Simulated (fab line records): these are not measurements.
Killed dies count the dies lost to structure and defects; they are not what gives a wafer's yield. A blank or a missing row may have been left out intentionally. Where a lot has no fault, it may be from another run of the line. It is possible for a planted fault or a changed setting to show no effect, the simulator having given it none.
Split-lot experiment :: flow gf180mcu :: 5 lots, 23 wafers read, on a route of 602 steps

## ON THE SPLIT
At GF_SAB_CVD_00 (deposits SiO2 from TEOS, target thk 50 nm, time 4.9302 s), the setting timeS was moved away from the recipe's 4.9302 s on 7 of the 23 wafers read, by -11.1% to +5.5%. This setting was run at the recipe's value on the other wafers.

There is no step in the file separating the split from the reading.

## THE READING
SAB_CVD_00_THK at GF_SAB_THK_MEAS_01, in nm. Fault-free wafers of this fab line usually give 49.8 nm, standard deviation 0.66 nm.

wafer: L074.1
tool, chamber at the split: pecvd-04, 2
timeS as run, s: 4.9302
against the recipe: recipe
SAB_CVD_00_THK, nm: 48.1
against lot-mates on the recipe: -

wafer: L074.3
tool, chamber at the split: pecvd-04, 1
timeS as run, s: 4.9302
against the recipe: recipe
SAB_CVD_00_THK, nm: 49.2
against lot-mates on the recipe: -

wafer: L074.4
tool, chamber at the split: pecvd-04, 2
timeS as run, s: 5.16
against the recipe: +4.7%
SAB_CVD_00_THK, nm: 52.1
against lot-mates on the recipe: +3.4

wafer: L074.5
tool, chamber at the split: pecvd-04, 0
timeS as run, s: 5.16
against the recipe: +4.7%
SAB_CVD_00_THK, nm: 52.0
against lot-mates on the recipe: +3.3

wafer: L074.6
tool, chamber at the split: pecvd-04, 1
timeS as run, s: 5.16
against the recipe: +4.7%
SAB_CVD_00_THK, nm: 53.1
against lot-mates on the recipe: +4.4

wafer: L076.1
tool, chamber at the split: pecvd-03, 0
timeS as run, s: 4.9302
against the recipe: recipe
SAB_CVD_00_THK, nm: 49.4
against lot-mates on the recipe: -

wafer: L076.2
tool, chamber at the split: pecvd-03, 2
timeS as run, s: 4.9302
against the recipe: recipe
SAB_CVD_00_THK, nm: 49.1
against lot-mates on the recipe: -

wafer: L076.3
tool, chamber at the split: pecvd-03, 1
timeS as run, s: 4.9302
against the recipe: recipe
SAB_CVD_00_THK, nm: 48.6
against lot-mates on the recipe: -

wafer: L076.5
tool, chamber at the split: pecvd-03, 2
timeS as run, s: 4.9302
against the recipe: recipe
SAB_CVD_00_THK, nm: 49.8
against lot-mates on the recipe: -

wafer: L076.6
tool, chamber at the split: pecvd-03, 0
timeS as run, s: 4.9302
against the recipe: recipe
SAB_CVD_00_THK, nm: 49.3
against lot-mates on the recipe: -

wafer: L078.1
tool, chamber at the split: pecvd-03, 0
timeS as run, s: 4.9302
against the recipe: recipe
SAB_CVD_00_THK, nm: 49.8
against lot-mates on the recipe: -

wafer: L078.2
tool, chamber at the split: pecvd-03, 1
timeS as run, s: 4.9302
against the recipe: recipe
SAB_CVD_00_THK, nm: 49.1
against lot-mates on the recipe: -

wafer: L078.3
tool, chamber at the split: pecvd-03, 2
timeS as run, s: 5.202
against the recipe: +5.5%
SAB_CVD_00_THK, nm: 52.8
against lot-mates on the recipe: +3.1

wafer: L078.4
tool, chamber at the split: pecvd-03, 2
timeS as run, s: 4.9302
against the recipe: recipe
SAB_CVD_00_THK, nm: 50.1
against lot-mates on the recipe: -

wafer: L078.5
tool, chamber at the split: pecvd-03, 0
timeS as run, s: 5.202
against the recipe: +5.5%
SAB_CVD_00_THK, nm: 53.5
against lot-mates on the recipe: +3.8

wafer: L083.1
tool, chamber at the split: pecvd-01, 0
timeS as run, s: 4.9302
against the recipe: recipe
SAB_CVD_00_THK, nm: 49.9
against lot-mates on the recipe: -

wafer: L083.2
tool, chamber at the split: pecvd-01, 1
timeS as run, s: 4.9302
against the recipe: recipe
SAB_CVD_00_THK, nm: 50.0
against lot-mates on the recipe: -

wafer: L083.3
tool, chamber at the split: pecvd-01, 2
timeS as run, s: 4.382
against the recipe: -11.1%
SAB_CVD_00_THK, nm: 44.2
against lot-mates on the recipe: -5.7

wafer: L083.4
tool, chamber at the split: pecvd-01, 1
timeS as run, s: 4.9302
against the recipe: recipe
SAB_CVD_00_THK, nm: 49.7
against lot-mates on the recipe: -

wafer: L083.6
tool, chamber at the split: pecvd-01, 2
timeS as run, s: 4.382
against the recipe: -11.1%
SAB_CVD_00_THK, nm: 45.4
against lot-mates on the recipe: -4.5

wafer: L084.1
tool, chamber at the split: pecvd-04, 1
timeS as run, s: 4.9302
against the recipe: recipe
SAB_CVD_00_THK, nm: 50.3
against lot-mates on the recipe: -

wafer: L084.4
tool, chamber at the split: pecvd-04, 2
timeS as run, s: 4.9302
against the recipe: recipe
SAB_CVD_00_THK, nm: 50.4
against lot-mates on the recipe: -

wafer: L084.6
tool, chamber at the split: pecvd-04, 1
timeS as run, s: 4.9302
against the recipe: recipe
SAB_CVD_00_THK, nm: 50.8
against lot-mates on the recipe: -

THE FIT
A straight line over all 23 wafers: SAB_CVD_00_THK changes by +0.494 nm for each +1% of timeS; r = +0.94; the points scatter about the line by 0.73 nm.
The same after taking each lot's own level away (the mean of its wafers on the recipe; 23 wafers): +0.543 nm for each +1%; r = +0.96; scatter 0.65 nm.
On that fit, the largest move of timeS shifts the reading by 6 nm.
The lots' own levels span 48.65 to 50.50 nm, that is 2.8 times the standard deviation above.
So the lot-to-lot level changes the slope little: the two slopes agree.
Check: with one of the wafers moved furthest among these (-11.1%) left out of the fit, the line predicts -5.81 nm for it against its lot-mates. Against them it came out at -5.67 nm.

## ADDITIONAL SPLITS CARRIED BY THESE WAFERS
Other splits were also applied to these wafers ahead of the reading. Each is held against what the fit with the lots' levels taken away leaves over:
other split on the same wafers: GF_POLY_GATE_PEB_08 pebTempC
wafers away from the commonest value: 11
r with SAB_CVD_00_THK (lot level and that fit taken away): +0.28

other split on the same wafers: GF_POLY_GATE_ETCH_13 biasW
wafers away from the commonest value: 11
r with SAB_CVD_00_THK (lot level and that fit taken away): +0.21

other split on the same wafers: GF_HV_LDD_DEVELOP_06 devTempC
wafers away from the commonest value: 9
r with SAB_CVD_00_THK (lot level and that fit taken away): -0.58

other split on the same wafers: GF_PSD_IMPLANT_09 energyKev
wafers away from the commonest value: 7
r with SAB_CVD_00_THK (lot level and that fit taken away): +0.02

## THE WHOLE CHAIN: every reading that the file lists as answering this split, in the file's order
step: GF_SAB_CVD_00
what it does: deposits SiO2 from TEOS, target thk 50 nm, time 4.9302 s
reading: SiO2_of_SAB_CVD_00.thkNm (the simulator's own value, which no gauge read)
change (the file's fit): +0.524 nm for each +1% of the setting
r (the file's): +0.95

step: GF_SAB_THK_MEAS_01
what it does: 
reading: SAB_CVD_00_THK
change (the file's fit): +0.525 for each +1% of the setting
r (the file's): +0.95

## THE FILE'S OWN FIT
SAB_CVD_00_THK changes by +0.525 nm for each +1% of timeS, r = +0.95.
